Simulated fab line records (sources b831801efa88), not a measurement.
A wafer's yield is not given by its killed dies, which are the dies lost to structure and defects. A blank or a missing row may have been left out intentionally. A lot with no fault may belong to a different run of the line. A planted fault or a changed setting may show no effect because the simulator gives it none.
Struck lot and sound lot, side by side ; flow gf180mcu ; 14 steps out of a route of 602
Sound: these wafers, L768.2, L768.4, L768.6. Wafers L763.1, L763.3, L763.5 were the ones struck. Last of all comes the cause.
At each step with rows: each side's tool, then ch and its chambers, then its first start. Under that, the readings that differ: sound wafers ; struck wafers ; difference of the means ; sigmas: that difference in standard deviations of wafers without a fault.
alike: same words and numbers on both sides, and readings whose means sit less than 2 such deviations apart. not compared: any withheld reading, any reading some wafer has no value for, any bound like >300 that may hide the same value, and any number with overlapping values for which the record gives no deviation.
A row with sigmas, a row that says differs or no value, or rows on one side alone: a step with any of these is where the two part. When numbers do not overlap yet have no deviation, they are printed without sigmas and do not part them. A reading missing from all wafers of one side parts the sides only when that side holds two or more wafers.

first, 6 steps without rows for these wafers: GF_M2_HMDS_08 (prime time 60 s); GF_M2_COAT_09 (resist thk 1000 nm); GF_M2_SOFTBAKE_10 (time 60 s); GF_M2_EXPOSE_11 (exposes mask Metal2, target cd 280 nm); GF_M2_PEB_12 (peb time 90 s); GF_M2_DEVELOP_13 (develop time 60 s).
GF_M2_CD_MEAS_14: the cd target is 280 nm.
  sound on cd_sem-01 at day 25 22:04; struck on cd_sem-02 at day 24 16:13
  alike: cd_nm
GF_M2_OVL_MEAS_15:
  sound on overlay-02 at day 25 22:10; struck on overlay-02 at day 24 16:20
  alike: M2_OVL
GF_M2_METAL_ETCH_16: etches the open film in Cl2/BCl3, stops on SiO2, target depth 627.5 nm, time 104.6 s.
  sound on rie_metal-01 ch 1, day 25 22:14; struck on rie_metal-03 ch 0, day 24 16:23
  alike: drypump_motor_current_A, oes_product_au, throttle_valve_pct
  not compared: rf_hours_counter_h
GF_M2_STRIP_17: strips in O2/N2.
  sound on plasma_asher-02 ch 0,1, day 25 22:25; struck on plasma_asher-01 ch 0,1, day 24 16:29
reading;sound;struck;difference;sigmas
strip_time_to_endpoint_s (s);7.89 7.86 7.86;7.98 7.95 8.00;+0.11;+2
  alike: drypump_motor_current_A, heater_power_w, oes_product_au
  not compared: rf_hours_counter_h
then, 2 steps without rows for these wafers: GF_M2_STRIP_18 (strips in post etch residue remover, time 1200 s); GF_M2_CLEAN_19 (cleans in DIW).
GF_V2_CVD_00: deposits SiO2, target thk 600 nm, time 100 s.
  sound on hdpcvd-01 ch 0,1,2, day 25 22:59; struck on hdpcvd-01 ch 0,1,2, day 24 17:02
  no value came back on the struck wafers for pressure_mtorr (mTorr), run_length_s (s), sih4_flow_sccm (sccm); on the sound wafers pressure_mtorr (mTorr) reads 5.991 6.018 5.986
GF_PASSIVATION_PROBE_99:
  sound wafers here have rows in the record (prober-02, day 34 07:26); struck ones have none

## WHERE THEY PART
Earliest at GF_M2_STRIP_17; latest, in this record, at GF_PASSIVATION_PROBE_99.

WHY: what had been put in by the simulator
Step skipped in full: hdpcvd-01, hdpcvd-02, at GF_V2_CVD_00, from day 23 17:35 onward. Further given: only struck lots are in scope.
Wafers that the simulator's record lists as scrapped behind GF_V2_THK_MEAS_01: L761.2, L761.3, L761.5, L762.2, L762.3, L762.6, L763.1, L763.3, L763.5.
